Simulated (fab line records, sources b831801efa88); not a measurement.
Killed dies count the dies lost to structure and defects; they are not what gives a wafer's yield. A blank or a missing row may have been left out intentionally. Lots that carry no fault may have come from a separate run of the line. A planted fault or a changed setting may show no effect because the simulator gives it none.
Code-filled problem report in 8D (eight disciplines) form ; flow gf180mcu ; the parts of the form that need people (team, actions taken, sign-off) are left out

1. WHAT WENT WRONG
At GF_V1_CMP_04, platen rpm averages 53.98 rpm over 9 wafers from 3 lots, while fault-free wafers read 60.00 rpm, standard deviation 0.042. That is -99 or more standard deviations from the usual mean.
The step: polishes SiO2.
Earliest sighting: wafer L514.4 on cmp-02 at day 20 23:13. The record holds 39 wafers of 13 lots with a number at this step. Rule for "out", or "out of limits": more than 4 standard deviations from the usual mean. The other wafers with a number count as sound.

2. WHAT IT IS; WHAT IT IS NOT
question;is;is not
which readings at this step;platen rpm;slurry filter dp kPa
which lots;L514, L516, L517;L505, L506, L508, L509, L510, L522, L525, L526, L527, L528
which wafers of those lots;all that have a number;-
read on which tools;cmp-02;cmp-01
when;from day 20 23:13;"up to then (15 sound wafers); but 15 sound wafers of L522, L525, L526, L527, L528 came after"

3. WHAT RULES OUT EACH SUSPECT
Counting: a tool stays on the suspect list if, at a process step up to the reading, it processed all lots that are out and no sound lot following the first of them.
- cmp-02 at GF_V1_CMP_04 (polishes SiO2): ruled out as a lasting fault. Sound lots L527, L528 ran on it after its first lot that is out, L514 (day 20 23:13).
Left after counting: nothing in the record.

4. THE CAUSE (what the simulator had put in)
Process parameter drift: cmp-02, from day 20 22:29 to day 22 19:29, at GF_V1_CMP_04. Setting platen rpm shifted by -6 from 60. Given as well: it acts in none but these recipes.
Counting ruled it out, wrongly.

5. SEQUENCE OF EFFECTS, ordered by route
Each row: a reading where the mean over the struck wafers with a number is more than 3 standard deviations away from the usual. Only readings whose record carries a usual standard deviation are examined. hours: median over the lots of the time between each lot's start at the first step of this table that gives one and its start at this step. sigmas: the change, counted in usual standard deviations.
hours;step;reading;usual;on struck wafers;change;sigmas
0;GF_V1_CMP_04;platen rpm;60.00 rpm;53.98;-6.02;-99 or more
It contains these process steps:
- GF_V1_CMP_04: polishes SiO2.
At these later measuring or inspecting steps, every struck wafer for which the step has a row has a number for every such reading, and none has moved that far: GF_M3_RS_MEAS_05, GF_V3_THK_MEAS_03.

6. WHAT WOULD HAVE CAUGHT IT SOONER
In this record the first reading out of limits was taken at day 20 23:13, 1 hour after the fault began at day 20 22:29.
